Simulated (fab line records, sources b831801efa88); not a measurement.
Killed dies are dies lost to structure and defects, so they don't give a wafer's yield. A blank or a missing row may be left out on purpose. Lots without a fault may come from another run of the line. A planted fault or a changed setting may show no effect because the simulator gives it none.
Which tool did it? | flow gf180mcu | 12 lots, 36 wafers sampled, at 3 steps of a route of 602

WHAT THE GAUGES READ, wafer by wafer
GF_VT_IMPLANT_RS_MEAS_47: measures by four-point-probe.
lot  | measured     | on            | NWELL_RS (ohm/sq)
L578 | day 7 18:26  | film_metro-02 | 489.1 489.4 489.8
L580 | day 8 09:14  | film_metro-04 | 486.1 486.3 486.2
L582 | day 8 21:01  | film_metro-02 | 487.5 489.3 487.9
L583 | day 9 03:58  | film_metro-04 | 487.6 486.8 487.2
L584 | day 9 12:44  | film_metro-04 | 485.9 486.0 485.9
L585 | day 9 21:38  | film_metro-02 | 487.5 488.1 488.3
L587 | day 10 18:04 | film_metro-03 | 487.4 488.6 488.9
L591 | day 11 15:22 | film_metro-03 | 485.4 486.8 487.1
L595 | day 12 18:52 | film_metro-03 | 487.6 488.0 485.8
L597 | day 13 02:35 | film_metro-02 | 487.9 490.6 490.4
L598 | day 13 18:58 | film_metro-04 | 486.7 484.8 486.3
L599 | day 13 19:58 | film_metro-03 | 486.6 487.7 486.6

GF_HV_LDD_THK_MEAS_57.
lot  | measured     | on            | HV_LDD_CVD_56_THK (nm)
L578 | day 12 15:02 | film_metro-04 | 88.7 89.6 88.5
L580 | day 13 13:04 | film_metro-04 | 89.5 90.4 90.2
L582 | day 14 01:41 | film_metro-04 | 89.7 89.8 89.5
L583 | day 14 10:52 | film_metro-04 | 89.5 89.9 89.3
L584 | day 14 20:03 | film_metro-02 | 90.1 90.3 90.3
L585 | day 15 05:51 | film_metro-04 | 90.9 90.8 91.0
L587 | day 16 08:10 | film_metro-03 | 90.9 92.0 90.8
L591 | day 17 08:40 | film_metro-04 | 89.1 89.2 89.7
L595 | day 18 17:16 | film_metro-04 | 108.3 107.7 107.7
L597 | day 19 04:58 | film_metro-04 | 105.4 107.4 106.8
L598 | day 19 22:46 | film_metro-02 | 91.8 91.8 91.7
L599 | day 20 01:32 | film_metro-03 | 90.7 90.5 91.0

WHICH TOOL RAN EACH LOT (tool, then ch and the chambers of the sampled wafers, then the start)
lot  | GF_HV_LDD_CVD_56
L578 | lpcvd-02 ch 0, day 12 13:35
L580 | lpcvd-01 ch 1, day 13 11:38
L582 | lpcvd-01 ch 1, day 14 00:15
L583 | lpcvd-02 ch 0, day 14 09:26
L584 | lpcvd-02 ch 0, day 14 18:36
L585 | lpcvd-01 ch 0, day 15 04:26
L587 | lpcvd-02 ch 1, day 16 06:44
L591 | lpcvd-02 ch 1, day 17 07:14
L595 | lpcvd-02 ch 0, day 18 15:50
L597 | lpcvd-02 ch 0, day 19 03:32
L598 | lpcvd-01 ch 0, day 19 21:20
L599 | lpcvd-01 ch 0, day 20 00:05
- GF_HV_LDD_CVD_56: deposits Si3N4 from DCS/NH3, target thk 90 nm, time 1543 s.

WHAT THE TOOLS THEMSELVES READ (means of the sampled wafers that have a number; where no wafer has one, the mark that the record gives instead)
GF_HV_LDD_CVD_56.
lot  | tool     | spike_tc_bottom_C (C)
L578 | lpcvd-02 | 788.5
L580 | lpcvd-01 | 788.6
L582 | lpcvd-01 | 788.6
L583 | lpcvd-02 | 788.6
L584 | lpcvd-02 | 789.3
L585 | lpcvd-01 | 783.8
L587 | lpcvd-02 | 791.7
L591 | lpcvd-02 | 791.9
L595 | lpcvd-02 | 787.6
L597 | lpcvd-02 | 788.6
L598 | lpcvd-01 | 785.8
L599 | lpcvd-01 | 784.8

THE ANSWER, worked out from the rows above alone
Rule: what is usual is taken from the lots themselves. Put in order of their means at a reading, lots are off if they are a third of the lots or fewer, leave a main group of 4 or more, and stand apart from it by a gap of 3 or more times the standard deviation of the main group's means; of several such gaps the widest counts. A main group whose means are all the same, to the digits that the tables above print for the reading, isn't used. A lot without any number at a reading at which 4 lots or more have one is off too. The other lots that the step has rows for count as sound. The gauges are gone through in route order, then the tools' own readings, and for those a lot's mean is taken as printed above. The first step at which some lot is off is used, and at that step the reading that is off furthest; a lot without a number counts as furthest.
Off: L595, L597, at GF_HV_LDD_THK_MEAS_57 (HV_LDD_CVD_56_THK). The main group: mean 90.2 nm, standard deviation 0.86.
A tool fits if, at a process step before that reading, it ran every lot that is off, and no sound lot after the first of them. The gauges at GF_HV_LDD_THK_MEAS_57 are tried like those tools. Can't be told from this: 2 tools fit, lpcvd-02 at GF_HV_LDD_CVD_56, film_metro-04 at GF_HV_LDD_THK_MEAS_57.

WHAT THE SIMULATOR HAD PUT IN
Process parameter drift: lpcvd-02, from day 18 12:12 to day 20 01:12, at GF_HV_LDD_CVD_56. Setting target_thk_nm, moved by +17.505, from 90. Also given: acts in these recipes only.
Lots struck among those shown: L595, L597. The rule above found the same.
